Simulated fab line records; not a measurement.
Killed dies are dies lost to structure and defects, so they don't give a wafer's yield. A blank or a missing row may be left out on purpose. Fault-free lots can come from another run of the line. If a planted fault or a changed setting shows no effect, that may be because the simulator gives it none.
Which of the tools did it? || flow sky130 || 12 lots, 36 wafers sampled, at 3 steps of a route of 708

## WHAT EACH GAUGE READ, for each wafer
SKY_METAL2_CD_MEAS_15 targets a cd of 140 nm. Usual: 140.6 nm for cdNm, sd 1.6.
{"lot": "L546", "measured": "day 34 20:34", "on": "cdSem-02", "cdNm (nm)": "142.0 142.2 140.9", "flag": ""}
{"lot": "L547", "measured": "day 35 11:18", "on": "cdSem-01", "cdNm (nm)": "140.3 140.9 140.9", "flag": ""}
{"lot": "L550", "measured": "day 36 02:06", "on": "cdSem-02", "cdNm (nm)": "139.0 141.5 141.1", "flag": ""}
{"lot": "L551", "measured": "day 36 12:26", "on": "cdSem-01", "cdNm (nm)": "140.7 140.8 141.0", "flag": ""}
{"lot": "L554", "measured": "day 38 14:39", "on": "cdSem-01", "cdNm (nm)": "141.1 141.4 141.1", "flag": ""}
{"lot": "L555", "measured": "day 38 18:52", "on": "cdSem-01", "cdNm (nm)": "141.9 144.0 142.6", "flag": ""}
{"lot": "L557", "measured": "day 38 23:16", "on": "cdSem-02", "cdNm (nm)": "142.1 143.0 143.9", "flag": ""}
{"lot": "L560", "measured": "day 39 16:47", "on": "cdSem-02", "cdNm (nm)": "140.7 141.9 140.4", "flag": ""}
{"lot": "L559", "measured": "day 40 00:16", "on": "cdSem-01", "cdNm (nm)": "138.6 140.1 141.0", "flag": ""}
{"lot": "L562", "measured": "day 40 11:56", "on": "cdSem-01", "cdNm (nm)": "141.4 140.4 142.9", "flag": ""}
{"lot": "L567", "measured": "day 41 10:23", "on": "cdSem-01", "cdNm (nm)": "140.1 138.9 138.7", "flag": ""}
{"lot": "L568", "measured": "day 41 18:53", "on": "cdSem-02", "cdNm (nm)": "138.2 138.4 137.5", "flag": ""}

## WHAT TOOL EACH LOT RAN ON (gives the tool, then ch and the chambers of the sampled wafers, and finally the start)
{"lot": "L546", "SKY_VIA1_CVD_21": "cvdW-01 ch 0,1, day 33 17:40", "SKY_METAL2_SPUTTER_02": "pvdSputter-04, day 33 18:17"}
{"lot": "L547", "SKY_VIA1_CVD_21": "cvdW-01 ch 0,1, day 34 08:48", "SKY_METAL2_SPUTTER_02": "pvdSputter-02, day 34 09:23"}
{"lot": "L550", "SKY_VIA1_CVD_21": "cvdW-01 ch 0,1, day 34 23:17", "SKY_METAL2_SPUTTER_02": "pvdSputter-02, day 34 23:54"}
{"lot": "L551", "SKY_VIA1_CVD_21": "cvdW-01 ch 0,1, day 35 09:03", "SKY_METAL2_SPUTTER_02": "pvdSputter-02, day 35 10:31"}
{"lot": "L554", "SKY_VIA1_CVD_21": "cvdW-01 ch 0,1, day 37 11:38", "SKY_METAL2_SPUTTER_02": "pvdSputter-01, day 37 12:16"}
{"lot": "L555", "SKY_VIA1_CVD_21": "cvdW-01 ch 0,1, day 37 16:41", "SKY_METAL2_SPUTTER_02": "pvdSputter-04, day 37 17:23"}
{"lot": "L557", "SKY_VIA1_CVD_21": "cvdW-02 ch 0,1, day 37 21:01", "SKY_METAL2_SPUTTER_02": "pvdSputter-02, day 37 21:38"}
{"lot": "L560", "SKY_VIA1_CVD_21": "cvdW-01 ch 0,1, day 38 15:14", "SKY_METAL2_SPUTTER_02": "pvdSputter-02, day 38 15:49"}
{"lot": "L559", "SKY_VIA1_CVD_21": "cvdW-01 ch 0,1, day 38 22:29", "SKY_METAL2_SPUTTER_02": "pvdSputter-01, day 38 23:06"}
{"lot": "L562", "SKY_VIA1_CVD_21": "cvdW-01 ch 0,1, day 39 10:56", "SKY_METAL2_SPUTTER_02": "pvdSputter-01, day 39 11:34"}
{"lot": "L567", "SKY_VIA1_CVD_21": "cvdW-02 ch 0,1, day 40 09:33", "SKY_METAL2_SPUTTER_02": "pvdSputter-01, day 40 10:10"}
{"lot": "L568", "SKY_VIA1_CVD_21": "cvdW-02 ch 0,1, day 40 18:28", "SKY_METAL2_SPUTTER_02": "pvdSputter-02, day 40 19:05"}
- SKY_VIA1_CVD_21: deposits W, target thk 270 nm, time 80.902 s.
- SKY_METAL2_SPUTTER_02: material AlCu, target thk 250 nm, time 13.3 s.

## AS READ BY THE TOOLS THEMSELVES (means over the sampled wafers that have a number; for cases with no such wafer, the mark the record gives instead)
SKY_VIA1_CVD_21. Usual: 850 W for heaterPowerW, sd 53.
{"lot": "L546", "tool": "cvdW-01", "heaterPowerW (W)": 859, "flag": ""}
{"lot": "L547", "tool": "cvdW-01", "heaterPowerW (W)": 894, "flag": ""}
{"lot": "L550", "tool": "cvdW-01", "heaterPowerW (W)": 863, "flag": ""}
{"lot": "L551", "tool": "cvdW-01", "heaterPowerW (W)": 865, "flag": ""}
{"lot": "L554", "tool": "cvdW-01", "heaterPowerW (W)": 901, "flag": ""}
{"lot": "L555", "tool": "cvdW-01", "heaterPowerW (W)": 864, "flag": ""}
{"lot": "L557", "tool": "cvdW-02", "heaterPowerW (W)": 818, "flag": ""}
{"lot": "L560", "tool": "cvdW-01", "heaterPowerW (W)": 872, "flag": ""}
{"lot": "L559", "tool": "cvdW-01", "heaterPowerW (W)": 897, "flag": ""}
{"lot": "L562", "tool": "cvdW-01", "heaterPowerW (W)": 856, "flag": ""}
{"lot": "L567", "tool": "cvdW-02", "heaterPowerW (W)": 795, "flag": ""}
{"lot": "L568", "tool": "cvdW-02", "heaterPowerW (W)": 793, "flag": ""}

SKY_METAL2_SPUTTER_02. Usual: cathodeDcPowerW 10600 W, standard deviation 2; throttleValvePct 29.6 %, standard deviation 1.2.
{"lot": "L546", "tool": "pvdSputter-04", "cathodeDcPowerW (W)": 10599, "throttleValvePct (%)": 30.6, "flag": ""}
{"lot": "L547", "tool": "pvdSputter-02", "cathodeDcPowerW (W)": 10599, "throttleValvePct (%)": 30.1, "flag": ""}
{"lot": "L550", "tool": "pvdSputter-02", "cathodeDcPowerW (W)": 10599, "throttleValvePct (%)": 29.8, "flag": ""}
{"lot": "L551", "tool": "pvdSputter-02", "cathodeDcPowerW (W)": 10600, "throttleValvePct (%)": 29.9, "flag": ""}
{"lot": "L554", "tool": "pvdSputter-01", "cathodeDcPowerW (W)": 10600, "throttleValvePct (%)": 28.9, "flag": ""}
{"lot": "L555", "tool": "pvdSputter-04", "cathodeDcPowerW (W)": 10600, "throttleValvePct (%)": 30.5, "flag": ""}
{"lot": "L557", "tool": "pvdSputter-02", "cathodeDcPowerW (W)": 10601, "throttleValvePct (%)": 30.7, "flag": ""}
{"lot": "L560", "tool": "pvdSputter-02", "cathodeDcPowerW (W)": 10600, "throttleValvePct (%)": 30.3, "flag": ""}
{"lot": "L559", "tool": "pvdSputter-01", "cathodeDcPowerW (W)": 10601, "throttleValvePct (%)": 28.5, "flag": ""}
{"lot": "L562", "tool": "pvdSputter-01", "cathodeDcPowerW (W)": 10599, "throttleValvePct (%)": 28.7, "flag": ""}
{"lot": "L567", "tool": "pvdSputter-01", "cathodeDcPowerW (W)": 10601, "throttleValvePct (%)": 29.1, "flag": ""}
{"lot": "L568", "tool": "pvdSputter-02", "cathodeDcPowerW (W)": 10600, "throttleValvePct (%)": 30.2, "flag": ""}

## THE ANSWER, worked out from the rows above alone
Rule: lot off if the mean of its wafers having a number is beyond 3 standard deviations from the usual mean. Also off: a lot with no number at a reading for which 4 or more lots have one. All remaining lots with rows at the step are treated as sound. After the gauges, taken in route order, come the tools' own readings; for these a lot's mean is taken, as printed above. The first step at which some lot is off is used, and at that step the reading that is off furthest; a lot without a number counts as furthest.
No lot is off on any of the readings shown, so nothing can be concluded from this.

## WHAT HAD BEEN PUT IN BY THE SIMULATOR
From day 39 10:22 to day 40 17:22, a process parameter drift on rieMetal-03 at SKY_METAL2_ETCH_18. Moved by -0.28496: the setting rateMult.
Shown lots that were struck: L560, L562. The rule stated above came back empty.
